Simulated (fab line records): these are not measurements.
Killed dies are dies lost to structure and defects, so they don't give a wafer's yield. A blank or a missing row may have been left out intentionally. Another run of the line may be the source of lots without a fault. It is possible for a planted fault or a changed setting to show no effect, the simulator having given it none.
Matching of chambers :: flow sky130 :: SKY_VIA3_CMP_02 on cmp-02 has 4 sister chambers
The step polishes SiO2. 14 wafers are shown with their chamber, then 7 later ones without.

## EACH WAFER AND ITS CHAMBER
wafer: L438.1
chamber: 2
motorCurrentA (A): 12.0
retainingRingPressureFrac: 1.005

wafer: L438.4
chamber: 1
motorCurrentA (A): 11.5
retainingRingPressureFrac: 0.995

wafer: L438.5
chamber: 3
motorCurrentA (A): 11.6
retainingRingPressureFrac: 0.997

wafer: L440.1
chamber: 3
motorCurrentA (A): 12.5
retainingRingPressureFrac: 1.010

wafer: L440.2
chamber: 1
motorCurrentA (A): 11.7
retainingRingPressureFrac: 1.000

wafer: L440.5
chamber: 1
motorCurrentA (A): 11.1
retainingRingPressureFrac: 0.992

wafer: L442.1
chamber: 3
motorCurrentA (A): 11.9
retainingRingPressureFrac: 1.004

wafer: L442.3
chamber: 1
motorCurrentA (A): 11.3
retainingRingPressureFrac: 1.002

wafer: L442.4
chamber: 2
motorCurrentA (A): 12.3
retainingRingPressureFrac: 0.999

wafer: L444.2
chamber: 2
motorCurrentA (A): 12.4
retainingRingPressureFrac: 0.997

wafer: L444.3
chamber: 3
motorCurrentA (A): 11.6
retainingRingPressureFrac: 0.996

wafer: L444.6
chamber: 0
motorCurrentA (A): 10.3
retainingRingPressureFrac: 0.997

wafer: L445.2
chamber: 0
motorCurrentA (A): 10.6
retainingRingPressureFrac: 1.005

wafer: L445.3
chamber: 2
motorCurrentA (A): 11.9
retainingRingPressureFrac: 1.004

SIGNATURES (averages over the wafers above)
reading: motorCurrentA
chamber 0: 10.450
chamber 1: 11.400
chamber 2: 12.150
chamber 3: 11.900
scatter within a chamber: 0.309

reading: retainingRingPressureFrac
chamber 0: 1.00100
chamber 1: 0.99725
chamber 2: 1.00125
chamber 3: 1.00175
scatter within a chamber: 0.00518
Rule: for a wafer and a chamber, the distance is found by dividing, reading by reading, the gap between the wafer's reading and the chamber's mean by the reading's scatter, squaring, summing and taking the root. If the next closest chamber is less than 2 further off than the closest, the wafer can't be placed; otherwise it belongs to the closest. How the scatter is found: for the shown wafers, subtract from each reading the mean of its chamber, square and add these, divide the total by (wafers less chambers), then take the root.

## WAFERS WITHOUT THEIR CHAMBER
wafer: L445.4
motorCurrentA (A): 11.8
retainingRingPressureFrac: 0.989

wafer: L450.1
motorCurrentA (A): 10.4
retainingRingPressureFrac: 1.006

wafer: L450.3
motorCurrentA (A): 11.9
retainingRingPressureFrac: 1.004

wafer: L450.5
motorCurrentA (A): 12.6
retainingRingPressureFrac: 1.004

wafer: L460.1
motorCurrentA (A): 11.7
retainingRingPressureFrac: 1.003

wafer: L460.3
motorCurrentA (A): 10.6
retainingRingPressureFrac: 0.998

wafer: L460.6
motorCurrentA (A): 12.6
retainingRingPressureFrac: 1.006

## EACH ONE'S CHAMBER
wafer: L445.4
from the rows above: can't be placed: 1 or 3 or 2
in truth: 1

wafer: L450.1
from the rows above: 0
in truth: 0

wafer: L450.3
from the rows above: can't be placed: 3 or 2 or 1
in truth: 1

wafer: L450.5
from the rows above: can't be placed: 2 or 3
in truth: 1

wafer: L460.1
from the rows above: can't be placed: 3 or 1 or 2
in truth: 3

wafer: L460.3
from the rows above: can't be placed: 0 or 1
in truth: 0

wafer: L460.6
from the rows above: can't be placed: 2 or 3
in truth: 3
Correct placement for 1 of the 7. Unplaceable from these rows: 6, with the true chamber sitting among the candidates in 5. Number placed wrongly: 0.
